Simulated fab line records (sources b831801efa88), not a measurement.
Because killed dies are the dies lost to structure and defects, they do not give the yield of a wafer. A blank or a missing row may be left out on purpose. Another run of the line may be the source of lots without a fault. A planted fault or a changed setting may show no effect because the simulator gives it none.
fab line records | flow sky130
[record] lots = 13 wafers = 39 lastDay = 50
route steps=708 shown FIELD_ISO@15 VT_ADJUST_NCORE@129 SONOS_ONO@182 POLY_GATE@228 PAD_OPEN@708
lots untouched by any fault: they come from a run of this same line in which no faults occurred
startH: the number of hours between the record's first day and the start of the first shown wafer of the lot | waitH: hours from the lot's prior step to this one | " as in the row above | L1.1+2: a single row standing in for several wafers | - value missing, or start not given | * or withheld: withheld | < > ~ a bound
route shown NAME@n: names a module that has steps shown in the file, with the first one's number in the route | usual: mean/standard deviation of fault-free wafers | same: alike in all rows | chamber/n: place in a boat | sites: the reading at each site | _std_site: the values' standard deviation | _edge_site: mean of outer sites minus mean of inner sites | radiusMm: how far each site lies from the wafer's centre | mask NAME#n: copy n | behind: the tool/chamber that last shaped the wafer | hold: cause of the lot's hold/its duration in hours/its outcome | device: the n, p or np transistor that did not switch | end of line: the same wafers' tests at the end of the route | where a step has no rows: the recipe by itself | killed: the dies lost at the first sort to structure and to defects; this is not the yield of the wafer | map: the dies of a wafer, with x for killed, . for not killed, _ for no die there
set.NAME: the setting as run; set.NAME@STEP: as run at that earlier step | model.NAME: the simulator's own value behind a step, which no gauge read
one table for each step of the route and one row for each wafer, over a sample of lots
services: the hour from which a tool's chamber was out of use, counted from the record's first day as startH (under 0 if before that day), plus the number of hours and why
[[steps]]
[step SKY_FIELD_ISO_ETCH_14]
[recipe] chemistry = N2/H2 target = BARC ionEnergyEv = 200 sourceW = 500 biasW = 100 pressureMtorr = 30 n2FlowSccm = 100 h2FlowSccm = 200 stopOn = SiO2 timeS = 45.9 targetDepthA = 600
[usual] drypumpMotorCurrentA = 5.8/0.53 oesProductAu = 0.855/0.0051 rfFwdPowerW = 494.9/2.2 throttleValvePct = 13.225/0.0089
// columns lot.wafer tool chamber startH waitH drypumpMotorCurrentA oesProductAu rfFwdPowerW rfHoursCounterH throttleValvePct
L568.1 rieDiel-01 1 29.98 0.1 6.6 0.853 496.1 19 13.224
L568.2 " 2 " " 5.2 0.860 494.8 6 13.228
L568.6 " 2 " " 5.2 0.843 493.6 - 13.220
L569.2 rieDiel-02 0 36.00 0.1 5.2 0.858 493.6 62 13.221
L569.4 " 1 " " 5.9 0.859 490.3 69 13.227
L569.5 " 0 " " 5.2 0.852 493.2 - 13.221
L570.1 rieDiel-03 1 39.23 0.1 6.3 0.864 497.9 96 13.225
L570.5 " 2 " " 6.4 0.858 494.6 - 13.220
L570.6 " 3 " " 6.3 0.858 494.0 - 13.244
L573.2 rieDiel-01 3 55.38 0.1 5.2 0.859 496.5 77 13.222
L573.3 " 0 " " 5.2 0.858 494.0 6 13.226
L573.4 " 3 " " 5.2 0.865 494.9 - 13.243
L574.2 rieDiel-03 2 59.66 0.1 6.4 0.855 496.3 111 13.236
L574.5 " 2 " " 6.5 0.847 498.4 - 13.229
L574.6 " 1 " " 6.3 0.850 497.0 - 13.234
L576.2 rieDiel-01 1 69.96 0.1 6.6 0.853 496.3 19 13.217
L576.4 " 0 " " 5.2 0.854 494.4 - 13.238
L576.6 " 3 " " 5.2 0.853 494.6 - 13.227
L577.2 rieDiel-03 1 75.70 0.1 6.3 0.852 496.7 97 13.221
L577.4 " 2 " " 6.5 0.852 494.7 112 13.231
L577.6 " 1 " " 6.4 0.852 499.0 - 13.216
L578.2 rieDiel-02 3 79.98 0.1 5.9 0.851 494.8 98 13.215
L578.4 " 1 " " 6.0 0.855 491.2 69 13.220
L578.6 " 2 " " 5.5 0.851 496.4 - 13.228
L579.1 rieDiel-03 0 84.50 0.1 5.3 0.856 493.4 35 13.239
L579.4 " 2 " " 6.5 0.857 496.8 112 13.229
L579.5 " 0 " " 5.3 0.857 498.1 - 13.237
L583.1 rieDiel-03 3 108.06 0.1 6.3 0.858 494.6 150 13.228
L583.2 " 2 " " 6.5 0.844 414.8 112 13.227
L583.4 " 1 " " 6.4 0.859 499.0 97 13.216
L584.2 rieDiel-03 3 111.55 0.1 6.3 0.853 496.5 150 13.219
L584.5 " 3 " " 6.3 0.853 495.9 - 13.220
L584.6 " 2 " " 6.5 0.850 415.6 - 13.241
L586.1 rieDiel-03 2 121.75 0.1 6.5 0.853 415.8 112 13.230
L586.3 " 3 " " 6.3 0.850 495.2 150 13.215
L586.4 " 0 " " 5.3 0.853 492.6 35 13.216
L591.3 rieDiel-02 0 150.73 0.1 5.2 0.861 494.6 64 13.227
L591.4 " 3 " " 5.8 0.859 495.7 99 13.224
L591.5 " 2 " " 5.5 0.859 494.9 - 13.238
[step SKY_VT_ADJUST_NCORE_STRIP_10]
[recipe] chemistry = O2/N2 powerW = 1400 pressureMtorr = 1500 platenTempC = withheld o2FlowSccm = 3000 n2FlowSccm = 300 overashFraction = 0.5
[usual] drypumpMotorCurrentA = 5.7/0.39 oesProductAu = 0.716/0.0041 stripTimeToEndpointS = 14.17/0.047
[same] overashFraction = 0.5
// columns lot.wafer tool chamber startH waitH drypumpMotorCurrentA oesProductAu rfHoursCounterH stripTimeToEndpointS
L568.1 plasmaAsher-04 1 181.20 0.1 5.9 0.718 50 14.23
L568.2 " 0 " " 6.2 0.709 50 14.18
L568.6 " 1 " " 5.9 0.717 - 14.23
L569.2 plasmaAsher-01 0 189.99 0.1 5.8 0.707 36 14.10
L569.4 " 1 " " 5.1 0.711 - 14.14
L569.5 " 1 " " 5.2 0.718 - 14.07
L570.1 plasmaAsher-04 1 192.55 0.1 5.9 0.720 51 14.25
L570.5 " 1 " " 5.9 0.712 - 14.19
L570.6 " 0 " " 6.2 0.713 - 14.19
L573.2 plasmaAsher-01 1 217.00 0.1 5.1 0.721 39 14.10
L573.3 " 1 " " 5.1 0.711 - 14.14
L573.4 " 0 " " 5.8 0.720 - 14.13
L574.2 plasmaAsher-01 0 221.95 0.1 5.8 0.712 39 14.20
L574.5 " 1 " " 5.2 0.713 - 14.17
L574.6 " 0 " " 5.8 0.714 - 14.16
L576.2 plasmaAsher-04 1 241.10 0.1 5.9 0.719 55 14.22
L576.4 " 1 " " 5.9 0.721 - 14.18
L576.6 " 1 " " 5.9 0.709 - 14.21
L577.2 plasmaAsher-03 0 248.10 0.1 5.6 0.711 56 14.15
L577.4 " 0 " " 5.6 0.717 - 14.16
L577.6 " 0 " " 5.6 0.715 - 14.13
L578.2 plasmaAsher-04 1 249.33 0.1 5.9 0.710 56 14.11
L578.4 " 0 " " 6.3 0.722 - 14.15
L578.6 " 1 " " 5.9 0.713 - 14.11
L579.1 plasmaAsher-04 0 256.10 0.1 6.3 0.712 57 14.15
L579.4 " 1 " " 5.9 0.719 - 14.12
L579.5 " 1 " " 5.9 0.710 - 14.17
L583.1 plasmaAsher-03 1 289.70 0.1 6.1 0.718 60 14.19
L583.2 " 0 " " 5.5 0.715 60 14.18
L583.4 " 1 " " 6.1 0.717 - 14.19
L584.2 plasmaAsher-01 0 295.40 0.1 5.8 0.713 46 14.26
L584.5 " 0 " " 5.8 0.719 - 14.29
L584.6 " 1 " " 5.1 0.710 - 14.26
L586.1 plasmaAsher-01 0 305.08 0.1 5.8 0.713 47 14.11
L586.3 " 0 " " 5.8 0.718 - 14.14
L586.4 " 1 " " 5.1 0.717 - 14.09
L591.3 plasmaAsher-01 0 346.58 0.1 5.8 0.718 - 14.21
L591.4 " 1 " " 5.2 0.714 - 14.21
L591.5 " 1 " " 5.2 0.718 - 14.14
[step SKY_SONOS_ONO_OVL_MEAS_14]
[usual] SONOS_ONO_OVL = 0.2/1.3
// columns lot.wafer tool chamber startH waitH SONOS_ONO_OVL[nm]
L568.1 overlay-01 - 278.21 0.1 1.8
L568.2 " - " " -2.0
L568.6 " - " " 0.0
L569.2 overlay-01 - 287.45 0.1 0.2
L569.4 " - " " 0.8
L569.5 " - " " -0.7
L570.1 overlay-02 - 290.15 0.1 -0.8
L570.5 " - " " 1.2
L570.6 " - " " 0.4
L573.2 overlay-02 - 318.67 0.1 -1.0
L573.3 " - " " -2.5
L573.4 " - " " -1.6
L574.2 overlay-01 - 325.52 0.1 1.9
L574.5 " - " " -0.2
L574.6 " - " " 0.4
L576.2 overlay-01 - 350.10 0.1 1.1
L576.4 " - " " 0.5
L576.6 " - " " -0.9
L577.2 overlay-02 - 355.62 0.1 0.8
L577.4 " - " " -2.1
L577.6 " - " " -1.1
L578.2 overlay-01 - 360.10 0.1 0.6
L578.4 " - " " 1.2
L578.6 " - " " 2.3
L579.1 overlay-02 - 364.86 0.1 0.9
L579.4 " - " " 0.9
L579.5 " - " " 1.5
L583.1 overlay-01 - 410.96 0.1 1.5
L583.2 " - " " 0.2
L583.4 " - " " 0.4
L584.2 overlay-01 - 412.65 0.1 0.9
L584.5 " - " " 2.1
L584.6 " - " " -0.5
L586.1 overlay-01 - 422.71 0.1 -0.2
L586.3 " - " " -2.0
L586.4 " - " " -1.2
L591.3 overlay-02 - 469.11 0.1 1.9
L591.4 " - " " -1.5
L591.5 " - " " 0.2
[step SKY_POLY_GATE_OVL_MEAS_14]
[usual] POLY_GATE_OVL = -1/5.4
// columns lot.wafer tool chamber startH waitH POLY_GATE_OVL[nm]
L568.1 overlay-01 - 366.03 0.1 -6
L568.2 " - " " 0
L568.6 " - " " -2
L569.2 overlay-02 - 375.50 0.1 -4
L569.4 " - " " 0
L569.5 " - " " 3
L570.1 overlay-02 - 379.65 0.1 -1
L570.5 " - " " 0
L570.6 " - " " 2
L573.2 overlay-02 - 413.87 0.1 0
L573.3 " - " " 7
L573.4 " - " " -8
L574.2 overlay-02 - 416.89 0.1 -2
L574.5 " - " " -1
L574.6 " - " " 5
L576.2 overlay-01 - 450.50 0.1 -1
L576.4 " - " " -2
L576.6 " - " " -5
L577.2 overlay-02 - 455.79 0.1 -1
L577.4 " - " " 0
L577.6 " - " " -3
L578.2 overlay-02 - 461.17 0.1 14
L578.4 " - " " 5
L578.6 " - " " 4
L579.1 overlay-01 - 465.13 0.1 0
L579.4 " - " " 0
L579.5 " - " " 0
L583.1 overlay-02 - 509.08 0.1 -4
L583.2 " - " " 0
L583.4 " - " " -2
L584.2 overlay-02 - 512.54 0.1 -8
L584.5 " - " " -4
L584.6 " - " " -15
L586.1 overlay-02 - 524.13 0.1 -7
L586.3 " - " " -14
L586.4 " - " " -10
L591.3 overlay-02 - 566.36 0.1 6
L591.4 " - " " 0
L591.5 " - " " 9
[step SKY_PAD_OPEN_PROBE_99]
[usual] killed_at_M0_to_M3 = 43/6.7 killed_at_M4_up = 3.0/1.9 killedAtContacts = 25/5.4 killedAtFrontEnd = 16/4.5 killedAtOther = 0.4/0.62 killedDies = 87/9.6 killedOpen = 47/7 killedShort = 39/6.1
[same] grossDies = 492 killedAtBackSide = 0
// columns lot.wafer tool chamber startH waitH killed_at_M0_to_M3 killed_at_M4_up killedAtContacts killedAtFrontEnd killedAtOther killedDies killedOpen killedShort
L583.1 prober-02 - 1161.31 0.1 41 8 24 11 0 84 41 42
L583.2 prober-02 - 1161.36 0.1 46 3 24 15 1 89 42 47
L583.4 prober-02 - 1161.46 0.2 50 3 23 18 0 94 50 44
L584.2 prober-01 - 1166.06 0.1 35 2 21 19 0 77 41 36
L584.5 prober-01 - 1166.21 0.2 58 1 16 14 1 90 56 34
L584.6 prober-01 - 1166.26 0.2 46 6 23 22 0 97 57 40
// killed by level:class
L583.1 CONTACT:geometricParticle:open=8 VIA1:geometricParticle:short=8 VIA1:geometricParticle:open=8 VIA2:geometricParticle:open=7 LI_CONTACT:geometricParticle:open=7 FIELD_ISO:geometricParticle:short=5 METAL4:geometricParticle:short=5 LOCAL_INTERCONNECT:geometricParticle:short=4
L583.2 VIA1:geometricParticle:open=10 VIA1:geometricParticle:short=8 CONTACT:geometricParticle:open=7 METAL2:geometricParticle:short=7 LI_CONTACT:geometricParticle:open=6 POLY_GATE:geometricParticle:short=5 LOCAL_INTERCONNECT:geometricParticle:short=5 METAL1:geometricParticle:short=4
L583.4 VIA1:geometricParticle:open=12 FIELD_ISO:geometricParticle:short=8 LI_CONTACT:geometricParticle:open=7 METAL2:geometricParticle:short=7 CONTACT:geometricParticle:open=7 VIA2:geometricParticle:open=6 VIA3:geometricParticle:open=5 FIELD_ISO:geometricParticle:open=4
L584.2 VIA1:geometricParticle:open=11 FIELD_ISO:geometricParticle:short=9 POLY_GATE:geometricParticle:open=5 VIA3:geometricParticle:open=5 FIELD_ISO:geometricParticle:open=4 LI_CONTACT:geometricParticle:short=4 LI_CONTACT:geometricParticle:open=4 LOCAL_INTERCONNECT:geometricParticle:short=4
L584.5 VIA1:geometricParticle:open=21 LI_CONTACT:geometricParticle:open=9 VIA1:geometricParticle:short=8 VIA3:geometricParticle:open=7 METAL1:geometricParticle:short=5 VIA2:geometricParticle:open=5 FIELD_ISO:geometricParticle:open=4 POLY_GATE:geometricParticle:short=4
L584.6 VIA1:geometricParticle:open=14 CONTACT:geometricParticle:open=9 FIELD_ISO:geometricParticle:short=6 VIA1:geometricParticle:short=6 VIA2:geometricParticle:open=6 VIA3:geometricParticle:open=6 FIELD_ISO:geometricParticle:open=4 POLY_GATE:geometricParticle:open=4
[[services]]
// columns tool chamber startH hours kind
rieDiel-03 - 15.99 14.6 pm
rieDiel-03 - 32.87 0.7 repair
plasmaAsher-01 - 41.45 6.2 repair
rieDiel-01 2 54.23 41.6 repair
rieDiel-01 0 59.10 9.9 repair
rieDiel-02 - 73.06 0.1 repair
plasmaAsher-03 - 122.20 0.8 repair
plasmaAsher-01 - 133.71 17.2 pm
rieDiel-03 1 166.06 10.1 repair
rieDiel-03 0 167.00 7.9 repair
rieDiel-02 - 168.10 0.8 repair
plasmaAsher-04 - 186.73 5.8 repair
rieDiel-03 0 209.25 2.6 repair
rieDiel-03 3 233.32 7.1 repair
rieDiel-03 0 240.68 2.9 repair
rieDiel-02 - 250.31 14.6 pm
rieDiel-01 0 257.20 1.8 repair
plasmaAsher-01 - 267.82 7.5 repair
rieDiel-03 2 271.51 66.6 repair
plasmaAsher-04 - 282.53 11.8 repair
rieDiel-01 2 322.83 5.8 repair
rieDiel-01 3 323.58 5.3 repair
rieDiel-03 1 332.85 13.2 repair
rieDiel-01 - 333.34 0.2 repair
[[key]]
[firstSign] step = SKY_FIELD_ISO_ETCH_14 reading = rfFwdPowerW direction = down sigmas = 37 usual = 494.9 struck = 415.4
effect none on later readings
metAt SKY_FIELD_ISO_ETCH_14
struckLots L583,L584,L586
struckWafers L583.2,L584.6,L586.1
testerLeftOut L583,L584,L586
notActingAt SKY_VT_ADJUST_NCORE_STRIP_10,SKY_SONOS_ONO_OVL_MEAS_14,SKY_POLY_GATE_OVL_MEAS_14
onsetBetween 84.50 108.06
[fault] kind = processParameterDrift tool = rieDiel-03 chamber = 2 onsetH = 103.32 steps = SKY_FIELD_ISO_ETCH_14 channel = sourceW offset = -80 shape = step endH = 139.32 actsIn = theseRecipesOnly stated = 500
// testerLeftOut: of these lots the tester's yield and bins aren't shown, on N5 and GAA mostly nor the transistor test; their killed dies are dies lost to structure and defects alone, not to doping, threshold or leakage, so they don't give the yield
